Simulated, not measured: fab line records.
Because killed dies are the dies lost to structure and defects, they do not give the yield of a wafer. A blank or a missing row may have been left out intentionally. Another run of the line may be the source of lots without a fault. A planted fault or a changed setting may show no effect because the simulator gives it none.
The tool behind it: which one? ; flow gf180mcu ; 15 lots, 45 wafers sampled, at 2 steps of a route of 602

== WHAT THE GAUGES SHOWED, per wafer ==
GF_V3_OVL_MEAS_15. Usual: V3_OVL typically reads -2 nm, with standard deviation 5.6.
lot;measured;on;V3_OVL (nm);flag
L810;day 22 06:20;overlay-02;-7 -2 -12;
L812;day 22 20:53;overlay-02;-4 -5 -3;
L815;day 24 04:53;overlay-02;-1 2 1;
L816;day 24 13:48;overlay-01;3 4 8;
L817;day 25 00:42;overlay-02;-2 -2 5;
L819;day 25 10:24;overlay-01;-5 -3 -7;
L818;day 25 14:49;overlay-01;3 -3 -1;
L820;day 26 07:26;overlay-01;-1 0 3;
L826;day 28 00:46;overlay-01;-6 -5 -6;
L827;day 28 01:44;overlay-01;-11 -6 -7;
L828;day 28 10:25;overlay-01;-6 -2 0;
L829;day 28 12:59;overlay-02;-4 -6 -5;
L830;day 29 02:54;overlay-01;9 5 9;
L831;day 29 04:30;overlay-01;5 1 0;
L833;day 29 15:46;overlay-01;-11 -2 -10;

== EACH LOT AND THE TOOL THAT RAN IT (in order: tool; ch and the chambers of the sampled wafers; start) ==
lot;GF_V3_CMP_04
L810;cmp-01 ch 0,1,3, day 21 06:16
L812;cmp-01 ch 0,3, day 21 21:14
L815;cmp-02 ch 0,1,3, day 23 06:16
L816;cmp-02 ch 0,1,2, day 23 15:15
L817;cmp-02 ch 0,2,3, day 24 02:31
L819;cmp-02 ch 2,3, day 24 12:11
L818;cmp-01 ch 0,1,2, day 24 16:42
L820;cmp-02 ch 1,2,3, day 25 10:35
L826;cmp-01 ch 1,2, day 27 04:50
L827;cmp-01 ch 0,2,3, day 27 05:20
L828;cmp-02 ch 0,1, day 27 14:18
L829;cmp-01 ch 0,2,3, day 27 16:52
L830;cmp-02 ch 0,1, day 28 07:14
L831;cmp-02 ch 1,3, day 28 08:47
L833;cmp-02 ch 0,2,3, day 28 21:20
- GF_V3_CMP_04: polishes SiO2.

== AS READ BY THE TOOLS THEMSELVES (means over the sampled wafers that have a number; for cases with no such wafer, the mark the record gives instead) ==
GF_V3_CMP_04. Usual: motor-current-A 12.4 A, standard deviation 1.2; slurry-flow-ml-min 150.0, standard deviation 0.49; time-to-endpoint-s 81 s, standard deviation 4.4.
lot;tool;motor-current-A (A);slurry-flow-ml-min;time-to-endpoint-s (s);flag
L810;cmp-01;12.0;150.2;80;
L812;cmp-01;12.3;149.8;75;
L815;cmp-02;13.7;150.3;80;
L816;cmp-02;13.1;150.4;77;
L817;cmp-02;13.6;149.9;86;
L819;cmp-02;13.5;150.1;84;
L818;cmp-01;11.1;149.5;81;
L820;cmp-02;13.5;150.2;80;
L826;cmp-01;11.2;150.1;83;
L827;cmp-01;11.7;149.4;79;
L828;cmp-02;13.4;150.3;80;
L829;cmp-01;11.6;150.1;79;
L830;cmp-02;13.4;149.6;82;
L831;cmp-02;12.9;150.3;76;
L833;cmp-02;13.4;149.6;80;

== THE ANSWER, worked out from the rows above alone ==
Rule: lot off if the mean of its wafers having a number is beyond 3 standard deviations from the usual mean. A lot without any number at a reading at which 4 lots or more have one is off too. The other lots that the step has rows for count as sound. The gauges are gone through in route order, then the tools' own readings, and for those a lot's mean is taken as printed above. At the first step where some lot is off, the reading lying furthest off is the one used; lots without a number count as furthest.
Nothing can be told from this: no lot is off at any reading shown.

== WHAT THE SIMULATOR HAD INSERTED ==
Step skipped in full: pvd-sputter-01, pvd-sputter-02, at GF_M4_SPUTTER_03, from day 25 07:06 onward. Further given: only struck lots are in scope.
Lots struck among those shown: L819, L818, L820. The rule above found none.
